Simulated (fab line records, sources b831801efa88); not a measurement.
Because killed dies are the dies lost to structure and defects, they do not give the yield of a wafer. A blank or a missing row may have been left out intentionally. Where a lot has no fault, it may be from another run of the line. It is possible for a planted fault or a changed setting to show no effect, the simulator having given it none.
Comparing a struck lot with a sound one + flow gf180mcu + 15 out of 602 route steps
Sound: wafers L271.1, L271.2, L271.6. Struck: wafer L290.5 (left out: L290.1, L290.4 of the same lot, which were not struck); the cause appears at the end.
Per side, at each step with rows, come the tool, then ch with its chambers, and then its first start. Under that, the readings that differ: sound wafers + struck wafers + difference of the means + sigmas: that difference in standard deviations of wafers without a fault.
alike: readings whose means differ by less than 2 such deviations, and words and numbers that are the same on both sides. not compared: withheld readings, readings that some wafer has no value for, bounds like >300 that may hide the same value, and numbers for which the record gives no deviation and whose values overlap.
Wherever a step has rows on one side only, a row that says differs or no value, or a row with sigmas, the two part there. Numbers that don't overlap but have no deviation are shown without sigmas and don't part them. Lack of a reading on every wafer of one side parts them only where that side has two or more wafers.

GF_V1_ETCH_16: etches BARC in N2/H2.
  sound on rie-diel-02 ch 0,3, day 19 07:42; struck on rie-diel-02 ch 2, day 25 16:28
| reading                        | sound                | struck | difference | sigmas |
|--------------------------------|----------------------|--------|------------|--------|
| chamber-pressure-mTorr (mTorr) | 30.002 29.933 29.995 | 30.083 | +0.106     | +4     |
| throttle-valve-pct (%)         | 13.224 13.208 13.237 | 13.249 | +0.026     | +3     |
  alike: drypump-motor-current-A, oes-product-au
GF_V1_ETCH_17: etches SiO2 in C4F8/O2/Ar, stops on TiN, target depth 630 nm.
  sound: rie-diel-02 ch 0,3; struck: rie-diel-02 ch 2
  alike: chamber-pressure-mTorr, oes-product-au
then, 4 steps without rows for these wafers: GF_V1_STRIP_18 (strips in O2/N2); GF_V1_STRIP_19 (strips in post etch residue remover, time 1200 s); GF_V1_CLEAN_20 (cleans in DIW); GF_V1_SPUTTER_21 (material Ti, target thk 15 nm, time 80.02 s).
GF_V1_SPUTTER_22: material TiN, target thk 10 nm, time 40 s.
  struck on pvd-sputter-04, day 25 17:14; sound on pvd-sputter-03, day 19 08:26
  alike: throttle-valve-pct
then, 1 step without rows for these wafers: GF_V1_CVD_23 (deposits W, target thk 350 nm, time 105.05 s).
GF_V1_RS_MEAS_24: measurement is done with a four-point probe.
  struck on film-metro-04, day 25 17:23; sound on film-metro-02, day 19 08:35
| reading          | sound                | struck | difference | sigmas |
|------------------|----------------------|--------|------------|--------|
| V1_W_RS (ohm/sq) | 0.3305 0.3265 0.3286 | 0.3369 | +0.0084    | +3     |
GF_V1_THK_MEAS_25: measures by xrf.
  struck on film-metro-04, day 25 17:30; sound on film-metro-02, day 19 08:43
  alike: V1_W_THK
GF_V1_CMP_26: polishes, stops on SiO2, t overpolish 15 s, target thk 0 nm.
  sound on cmp-01 ch 0,2,3, day 19 08:52; struck on cmp-01 ch 3, day 25 17:40
  alike: edge-zone-pressure-frac, motor-current-A, overpolish-run-s, time-to-endpoint-s
GF_M2_SPUTTER_00: material Ti, target thk 37.5 nm, time 150 s.
  struck on pvd-sputter-01, day 25 17:52; sound on pvd-sputter-01, day 19 09:04
  alike: throttle-valve-pct
GF_M2_SPUTTER_01: material TiN, target thk 30 nm, time 25 s.
  struck on pvd-sputter-01, day 25 17:58; sound on pvd-sputter-01, day 19 09:10
| reading                                | sound             | struck | difference | sigmas |
|----------------------------------------|-------------------|--------|------------|--------|
| model.TiN_of_M2_SPUTTER_01.thk-nm (nm) | 29.74 29.79 30.08 | 27.42  | -2.45      |        |
  alike: throttle-valve-pct
then, 2 steps without rows for these wafers: GF_M2_SPUTTER_02 (material AlCu, target thk 450 nm, time 23.9 s); GF_PASSIVATION_PROBE_99.

WHERE THEY PART
Last at GF_V1_RS_MEAS_24 as far as this record goes, first at GF_V1_ETCH_16. Later steps at which nothing parts them and some readings are alike: GF_V1_THK_MEAS_25, GF_V1_CMP_26, GF_M2_SPUTTER_00, GF_M2_SPUTTER_01.

WHY: what the simulator had put in
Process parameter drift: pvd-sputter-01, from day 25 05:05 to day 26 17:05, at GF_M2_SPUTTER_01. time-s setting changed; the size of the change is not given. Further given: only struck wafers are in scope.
